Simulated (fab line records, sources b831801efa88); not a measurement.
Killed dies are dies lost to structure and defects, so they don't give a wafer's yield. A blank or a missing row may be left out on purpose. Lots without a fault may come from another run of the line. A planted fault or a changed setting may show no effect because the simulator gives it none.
A struck lot beside a sound one | flow sky130 | 15 steps out of a route of 708
Sound: wafers L661.4, L661.5, L661.6. Struck: wafer L674.4. (L674.1, L674.6 of the same lot were not struck and are left out.) The cause comes at the end.
At each step with rows: each side's tool, then ch and its chambers, then its first start. Under that, the readings that differ: sound wafers | struck wafers | difference of the means | sigmas: that difference in standard deviations of wafers without a fault.
alike: readings whose means differ by less than 2 such deviations, and words and numbers that are the same on both sides. not compared: withheld readings, readings that some wafer has no value for, bounds like >300 that may hide the same value, and numbers for which the record gives no deviation and whose values overlap.
The two part at a step that has a row with sigmas, a row that says differs or no value, or rows on one side only. Numbers that don't overlap but have no deviation are shown without sigmas and don't part them. A reading that every wafer of one side lacks parts them only if that side has two wafers or more.

SKY_SPACER_ETCHBACK_02: etches Si3N4 in CH3F/O2, stops on SiO2, time 46.7 s, target depth 45 nm.
  sound on rie_diel-02 ch 0,1, day 25 03:54; struck on rie_diel-03 ch 3, day 28 22:46
  alike: drypump_motor_current_A, oes_product_au, throttle_valve_pct
  not compared: rf_hours_counter_h
then, 8 steps without rows for these wafers: SKY_POLY_CUT_DEHYDRATE_00 (time 60 s); SKY_POLY_CUT_HMDS_01 (prime time 60 s); SKY_POLY_CUT_COAT_02 (resist thk 60 nm); SKY_POLY_CUT_COAT_03 (resist thk 450 nm); SKY_POLY_CUT_SOFTBAKE_04 (time 90 s); SKY_POLY_CUT_EXPOSE_05 (exposes mask NPCM, target cd 270 nm); SKY_POLY_CUT_PEB_06; SKY_POLY_CUT_DEVELOP_07 (develop time 60 s).
SKY_POLY_CUT_CD_MEAS_08: target cd 270 nm.
  sound on cd_sem-02, day 26 09:01; struck on cd_sem-01, day 30 02:53
  alike: cd_nm
SKY_POLY_CUT_OVL_MEAS_09:
  sound on overlay-01, day 26 09:05; struck on overlay-01, day 30 03:01
  alike: POLY_CUT_OVL
SKY_POLY_CUT_ETCH_10: etches BARC in N2/H2, stops on SiO2, time 45.9 s, target depth 60 nm.
  sound on rie_diel-03 ch 0,2,3, day 26 09:07; struck on rie_diel-03 ch 2, day 30 03:03
  alike: drypump_motor_current_A, n2_flow_sccm, oes_product_au, throttle_valve_pct
  not compared: rf_hours_counter_h
SKY_POLY_CUT_ETCH_11: etches Si3N4 in CF4/CH2F2/Ar, stops on poly-Si, time 42.5 s, target depth 60 nm.
  sound on rie_diel-03 ch 0,2,3, day 26 09:09; struck on rie_diel-03 ch 2, day 30 03:05
  reading                                       | sound             | struck | difference | sigmas
  model.poly-Si_of_POLY_GATE_CVD_00.thk_nm (nm) | 181.4 181.9 181.5 | 174.9  | -6.7       |
  model.POLY_CUT.feature_depth_nm (nm)          | 61.22 61.41 60.76 | 67.2   | +6.1       |
  alike: ch2f2_flow_sccm, drypump_motor_current_A, mfc_ar_sccm, oes_product_au, throttle_valve_pct
  not compared: rf_hours_counter_h
SKY_POLY_CUT_STRIP_12: strips in O2/N2.
  sound on plasma_asher-02 ch 0,1, day 26 09:13; struck on plasma_asher-01 ch 1, day 30 03:08
  alike: drypump_motor_current_A, n2_flow_sccm, oes_product_au, strip_time_to_endpoint_s
  not compared: rf_hours_counter_h
-- the record jumps here: 20 days lie between the struck wafers' starts before and after (it left off in module POLY_CUT and takes up again in module PAD_OPEN, whose first step shown is number 708 of the route) --
SKY_PAD_OPEN_PROBE_99:
  sound on prober-01, day 47 11:53; struck on prober-01, day 49 23:40
  alike: killed_at_M0_to_M3, killed_at_M4_up, killed_at_contacts, killed_at_front_end, killed_at_other, killed_dies, killed_on_rim, killed_open, killed_short

WHERE THEY PART
Nowhere in this record.

WHY: what the simulator had put in
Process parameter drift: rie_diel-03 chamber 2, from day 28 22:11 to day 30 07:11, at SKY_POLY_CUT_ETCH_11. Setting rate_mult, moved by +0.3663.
